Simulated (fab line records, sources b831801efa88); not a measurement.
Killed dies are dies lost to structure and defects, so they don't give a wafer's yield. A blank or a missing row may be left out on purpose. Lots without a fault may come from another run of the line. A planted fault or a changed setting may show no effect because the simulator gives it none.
One fault seen from 2 desks | flow gf180mcu | each desk has only its own numbers; what lay behind them comes last

THE TOOL OWNER'S DESK: lpcvd-02
The tool's own readings at GF_HV_LDD_CVD_54 (deposits SiO2 from TEOS, target thk 10 nm, time 75 s): means of the sampled wafers that have a number, for each lot that ran on this tool. A lot is out of limits, marked OUT, if its mean lies more than 4 standard deviations from the usual mean; the brackets give that distance.
Columns: A = spike_tc_bottom_C at GF_HV_LDD_CVD_54, usual 701.5 C; B = spike_tc_centre_C at GF_HV_LDD_CVD_54, usual 680.0 C; C = spike_tc_lower_C at GF_HV_LDD_CVD_54, usual 679.7 C; D = spike_tc_top_C at GF_HV_LDD_CVD_54, usual 696.3 C; E = spike_tc_upper_C at GF_HV_LDD_CVD_54, usual 680.7 C; F = susceptor_temp_C at GF_HV_LDD_CVD_54, usual 680.0 C
lot  | first seen here | A                | B                | C                | D                | E                | F
L628 | day 12 08:54    | 699.8            | 680.5            | 679.1            | 697.2            | 680.8            | 680.1
L631 | day 13 01:43    | 699.5            | 679.4            | 678.8            | 696.3            | 681.8            | 679.9
L635 | day 14 16:31    | 702.6            | 679.4            | 677.9            | 692.8            | 681.2            | 679.5
L637 | day 15 09:29    | 709.7 (+4.8) OUT | 689.2 (+9.2) OUT | 689.5 (+7.0) OUT | 706.0 (+4.2) OUT | 691.8 (+7.9) OUT | 680.0
L639 | day 16 08:59    | 709.7 (+4.8) OUT | 689.6 (+9.6) OUT | 688.4 (+6.2) OUT | 705.2            | 691.4 (+7.7) OUT | 680.0
L647 | day 18 17:24    | 700.9            | 680.8            | 680.0            | 696.9            | 681.0            | 680.0
L648 | day 19 02:57    | 699.2            | 679.1            | 679.2            | 696.5            | 680.9            | 680.0
L649 | day 19 06:53    | 700.5            | 678.7            | 679.1            | 696.1            | 680.6            | 680.4
L651 | day 20 01:59    | 699.4            | 679.5            | 678.6            | 695.8            | 681.2            | 679.9
This desk's finding: out of limits on L637, L639; first on L637, day 15 09:29 (spike_tc_bottom_C at GF_HV_LDD_CVD_54). In limits: L628, L631, L635, L647, L648, L649, L651.

THE METROLOGY DESK
What the gauges read, lot by lot, whatever tool the lot ran on: means of the sampled wafers that have a number. A lot is out of limits, marked OUT, if its mean lies more than 4 standard deviations from the usual mean; the brackets give that distance.
Columns: A = HV_LDD_CVD_54_THK at GF_HV_LDD_THK_MEAS_55, usual 9.99 nm; B = NSD_TW at GF_NSD_TW_MEAS_12, usual 4231; C = PSD_OVL at GF_PSD_OVL_MEAS_08, usual 0.6 nm
lot  | first seen here | A               | B    | C
L628 | day 12 09:57    | 9.94            | 4217 | 0.4
L629 | day 12 19:06    | 10.01           | 4268 | 1.0
L630 | day 12 21:52    | 9.98            | 4198 | 0.9
L631 | day 13 02:46    | 10.05           | 4235 | 3.2
L632 | day 13 15:56    | 9.79            | 4210 | -1.1
L635 | day 14 17:32    | 9.91            | 4224 | 0.2
L637 | day 15 10:32    | 12.63 (+24) OUT | 4173 | 0.2
L639 | day 16 10:01    | 12.63 (+24) OUT | 4232 | 0.2
L647 | day 18 18:26    | 9.94            | 4210 | 1.4
L648 | day 19 03:58    | 10.09           | 4253 | 1.8
L649 | day 19 07:55    | 9.97            | 4257 | 2.2
L650 | day 19 16:07    | 10.15           | 4244 | 0.7
L651 | day 20 03:02    | 9.96            | 4212 | -0.4
This desk's finding: out of limits on L637, L639; first on L637, day 15 10:32 (HV_LDD_CVD_54_THK at GF_HV_LDD_THK_MEAS_55). In limits: L628, L629, L630, L631, L632, L635, L647, L648, L649, L650, L651.

PUT TOGETHER
The tool owner's desk could have raised an alarm at day 15 09:29, on L637, L639.
The metrology desk could have raised an alarm at day 15 10:32, on L637, L639.
Of the lots named, all ran GF_HV_LDD_CVD_54 on lpcvd-02.

WHAT THE SIMULATOR HAD PUT IN
Process parameter drift: lpcvd-02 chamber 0, from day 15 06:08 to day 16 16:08, at GF_HV_LDD_CVD_54. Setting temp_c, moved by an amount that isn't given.
Lots struck among those shown: L637, L639.
Hours from the fault's start to each desk's first reading out of limits: the tool owner's desk, 3; the metrology desk, 4.
